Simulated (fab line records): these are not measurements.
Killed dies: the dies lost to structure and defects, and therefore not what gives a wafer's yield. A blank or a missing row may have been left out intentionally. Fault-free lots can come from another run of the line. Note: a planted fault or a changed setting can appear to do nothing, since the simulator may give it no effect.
Problem report in the 8D (eight disciplines) form, filled by code / flow gf180mcu / the parts of the form that need people (team, actions taken, sign-off) are left out

1. THE PROBLEM
At GF_V5_CD_MEAS_14, cdNm averages 267.3 nm over 6 wafers from 2 lots, while fault-free wafers read 260.1 nm, standard deviation 1.4. That puts it +5.2 standard deviations away from the usual mean.
The step: target cd 260 nm.
The first sign was on wafer L293.1 at day 31 12:38, on cdSem-02. At this step, 39 wafers from 13 lots have a number in the record. Rule for "out", or "out of limits": more than 4 standard deviations from the usual mean. Any other wafer with a number is counted as sound.

2. WHAT IT IS, AND WHAT IT ISN'T
question=which readings at this step | is=cdNm | is not=-
question=which lots | is=L293, L295 | is not=L279, L280, L281, L282, L283, L284, L285, L286, L296, L301, L302
question=which wafers of those lots | is=all that have a number | is not=-
question=read on which gauges | is=cdSem-02 | is not=cdSem-01
question=when | is=from day 31 12:38 | is not=up to then (24 sound wafers); but 9 sound wafers of L296, L301, L302 came after

3. WHAT RULES OUT EACH SUSPECT
Counting: a tool at any process step up to the reading remains a suspect when it ran all the lots that are out and ran no sound lot after the first of those.
- the gauge at GF_V5_CD_MEAS_14 is ruled out. All the wafers that are out were read on cdSem-02, but those of them that GF_V5_PEB_12 has rows for are out there too, on other tools.
- lithoTrack-04 at GF_V5_PEB_12 (peb time 86.29 s): kept. It ran every lot that is out, first L293 (day 31 12:17), and no sound lot after that; its last sound lot up to then is L280 (day 27 15:39). Its own heaterPowerTotalW, plateTempC readings are out on those wafers.
The count leaves lithoTrack-04 at GF_V5_PEB_12.

4. THE CAUSE (what the simulator had put in)
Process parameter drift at GF_V5_PEB_12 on lithoTrack-04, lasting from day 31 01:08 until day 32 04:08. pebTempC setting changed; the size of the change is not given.
The count eliminated every tool but this one.

5. THE CHAIN OF EFFECTS, in route order
Each row: a reading whose mean over the struck wafers that have a number lies more than 3 standard deviations from the usual. Readings are gone through only where the record gives a usual standard deviation; hours: the median, over the lots, of the time from a lot's start at the first step in this table giving one to that lot's start at this step; sigmas: the change measured in usual standard deviations.
hours=0; step=GF_V5_PEB_12; reading=heaterPowerTotalW; usual=86.85 W; on struck wafers=88.73; change=+1.88; sigmas=+35
hours=0; step=GF_V5_PEB_12; reading=plateTempC; usual=134.97 C; on struck wafers=137.34; change=+2.38; sigmas=+18
hours=0; step=GF_V5_CD_MEAS_14; reading=cdNm; usual=260.1 nm; on struck wafers=267.3; change=+7.2; sigmas=+5.2
It contains these process steps:
- GF_V5_PEB_12: peb time 86.29 s.

6. HOW IT WOULD HAVE BEEN CAUGHT EARLIER
Counted from the fault's start at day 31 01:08, it took 12 hours until the first out-of-limits reading at a measuring or inspecting step in this record, taken at day 31 12:38.
The tool's own readings at GF_V5_PEB_12 were out on every struck wafer that the step has a row for (heaterPowerTotalW, plateTempC): an alarm limit on them would have fired on the first of those.
Of the lots that are out (2), L295 began GF_V5_PEB_12 on lithoTrack-04 after day 31 12:38. It would have been spared by a hold on the tool at that moment.
